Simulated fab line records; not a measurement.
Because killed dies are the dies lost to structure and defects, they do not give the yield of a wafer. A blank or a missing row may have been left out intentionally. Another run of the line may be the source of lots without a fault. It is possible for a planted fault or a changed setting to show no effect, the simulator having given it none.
A lot that was struck, set against a sound lot    flow sky130    34 out of 708 route steps
Sound: the wafers L673.1, L673.5, L673.6. The struck wafers were L681.2, L681.3, L681.5. The cause is named last.
For every step that has rows: the tool of each side, followed by ch and its chambers, followed by its first start. Under that, the readings that differ: sound wafers    struck wafers    difference of the means    sigmas: that difference in standard deviations of wafers without a fault.
alike: readings whose means differ by less than 2 such deviations, and words and numbers that are the same on both sides. not compared: withheld readings, readings that some wafer has no value for, bounds like >300 that may hide the same value, and numbers for which the record gives no deviation and whose values overlap.
Wherever a step has rows on one side only, a row that says differs or no value, or a row with sigmas, the two part there. Non-overlapping numbers with no deviation appear without sigmas and do not part them. Lack of a reading on every wafer of one side parts them only where that side has two or more wafers.

first, 10 steps without rows for these wafers: SKY_NWELL_SOFTBAKE_06; SKY_NWELL_EXPOSE_07 (exposes mask NWM, target cd 840 nm); SKY_NWELL_PEB_08; SKY_NWELL_DEVELOP_09 (develop time 60 s); SKY_NWELL_IMPLANT_11; SKY_NWELL_IMPLANT_12; SKY_NWELL_IMPLANT_13; SKY_NWELL_STRIP_14 (strips in O2/N2); SKY_NWELL_DEHYDRATE_16 (time 60 s); SKY_NWELL_HMDS_17 (prime time 60 s).
SKY_NWELL_COAT_18: resist thk 3000 nm.
  sound on lithoTrack-02 ch 0, day 4 15:52; struck on lithoTrack-02 ch 0, day 6 19:29
reading                                 sound           struck          difference  sigmas
model.coat_of_NWELL_COAT_18.thkNm (nm)  2993 2989 2997  1295 1293 1297  -1698       
  alike: exhaustPa, resistLineTempC
then, 3 steps without rows for these wafers: SKY_NWELL_SOFTBAKE_19; SKY_NWELL_EXPOSE_20 (exposes mask NWM COMPLEMENT, target cd 840 nm); SKY_NWELL_PEB_21.
SKY_NWELL_DEVELOP_22: develop time 57.51 s.
  sound on lithoTrack-01 ch 0; struck on lithoTrack-01 ch 0
reading                                 sound              struck             difference  sigmas
model.coat_of_NWELL_COAT_18.thkNm (nm)  2989 2985 2993     1291 1289 1293     -1698       
model.NWELL.cdNm (nm)                   826.6 827.7 824.3  980.5 981.8 979.1  +154.3      
  alike: exhaustPa, resistLineTempC
then, 1 step without rows for these wafers: SKY_NWELL_IMPLANT_24.
SKY_NWELL_STRIP_25: strips in O2/N2.
  sound on plasmaAsher-04 ch 0,1, day 5 00:36; struck on plasmaAsher-01 ch 0,1, day 7 05:51
reading                   sound              struck             difference  sigmas
drypumpMotorCurrentA (A)  6.4 6.4 5.7        5.8 4.9 4.9        -1.0        -2
stripTimeToEndpointS (s)  36.83 36.78 36.88  16.96 16.95 17.00  -19.86      -99 or more
  alike: oesProductAu
  not compared: rfHoursCounterH
then, 15 steps without rows for these wafers: SKY_NWELL_CLEAN_27 (cleans in SC1/SC2, time 150 s); SKY_NWELL_RTA_28 (time 30 s); SKY_VT_ADJUST_HVTP_DEHYDRATE_00 (time 60 s); SKY_VT_ADJUST_HVTP_HMDS_01 (prime time 60 s); SKY_VT_ADJUST_HVTP_COAT_02 (resist thk 1140 nm); SKY_VT_ADJUST_HVTP_SOFTBAKE_03 (time 60 s); SKY_VT_ADJUST_HVTP_EXPOSE_04 (exposes mask HVTPM, target cd 380 nm); SKY_VT_ADJUST_HVTP_PEB_05; SKY_VT_ADJUST_HVTP_DEVELOP_06 (develop time 57.7 s); SKY_VT_ADJUST_HVTP_IMPLANT_09; SKY_VT_ADJUST_HVTP_STRIP_10 (strips in O2/N2); SKY_VT_ADJUST_LVTN_DEHYDRATE_00 (time 60 s); SKY_VT_ADJUST_LVTN_HMDS_01 (prime time 60 s); SKY_VT_ADJUST_LVTN_COAT_02 (resist thk 3000 nm); SKY_VT_ADJUST_LVTN_SOFTBAKE_03.
-- the record jumps here: 29 days lie between the struck wafers' starts before and after (it left off in module VT_ADJUST_LVTN and takes up again in module VIA1, whose first step shown is number 472 of the route) --
SKY_VIA1_ETCH_14: etches BARC in N2/H2, stops on SiO2, time 45.9 s, target depth 60 nm.
  sound on rieDiel-03 ch 0,1, day 33 09:35; struck on rieDiel-04 ch 0,1,3, day 36 11:19
reading               sound            struck             difference  sigmas
model.VIA1.cdNm (nm)  149 150.1 151.3  148.1 146.1 148.4  -2.6        
  alike: drypumpMotorCurrentA, oesProductAu, rfFwdPowerW, throttleValvePct
  not compared: rfHoursCounterH
-- the record jumps here: 11 days lie between the struck wafers' starts before and after (it left off in module VIA1 and takes up again in module PAD_OPEN, whose first step shown is number 708 of the route) --
SKY_PAD_OPEN_PROBE_99:
  struck on prober-01, day 47 16:12; sound on prober-01, day 45 10:05
reading                               sound                          struck                         difference  sigmas
model.etest.pfet_16v.rOnOhmUm         1.588e+04 1.557e+04 1.571e+04  1.471e+04 1.515e+04 1.465e+04  -8.833e+02  
model.etest.nfet_16v.rOnOhmUm         1.397e+04 1.384e+04 1.395e+04  1.488e+04 1.472e+04 1.472e+04  +8.533e+02  
model.etest.resIsoPwell.widthNm (nm)  2623 2654 2650                 2789 2786 2789                 +146        
model.etest.resNwell.lineOhmUm        1230 1201 1203                 1279 1332 1271                 +83         
model.etest.resNwell.widthNm (nm)     835.1 837.7 838.7              788.5 797 790.8                -45.1       
model.etest.pfet_16v.driveUaUm        234 241.7 236.9                263.5 257.8 261.8              +23.5       
model.etest.nfet_16v.driveUaUm        224.4 224.9 224.3              217.8 217.1 219.9              -6.3        
model.etest.via1Chain.rcOhm           16.07 16.91 14.38              16.99 17.17 17.35              +1.38       
  alike: killed_at_M0_to_M3, killed_at_M4_up, killedAtContacts, killedAtFrontEnd, killedAtOther, killedDies, killedOnRim, killedOpen, killedShort

WHERE THEY PART
SKY_NWELL_STRIP_25 only, going by this record. Later steps at which nothing parts them and some readings are alike: SKY_VIA1_ETCH_14, SKY_PAD_OPEN_PROBE_99.

WHY: what the simulator had put in
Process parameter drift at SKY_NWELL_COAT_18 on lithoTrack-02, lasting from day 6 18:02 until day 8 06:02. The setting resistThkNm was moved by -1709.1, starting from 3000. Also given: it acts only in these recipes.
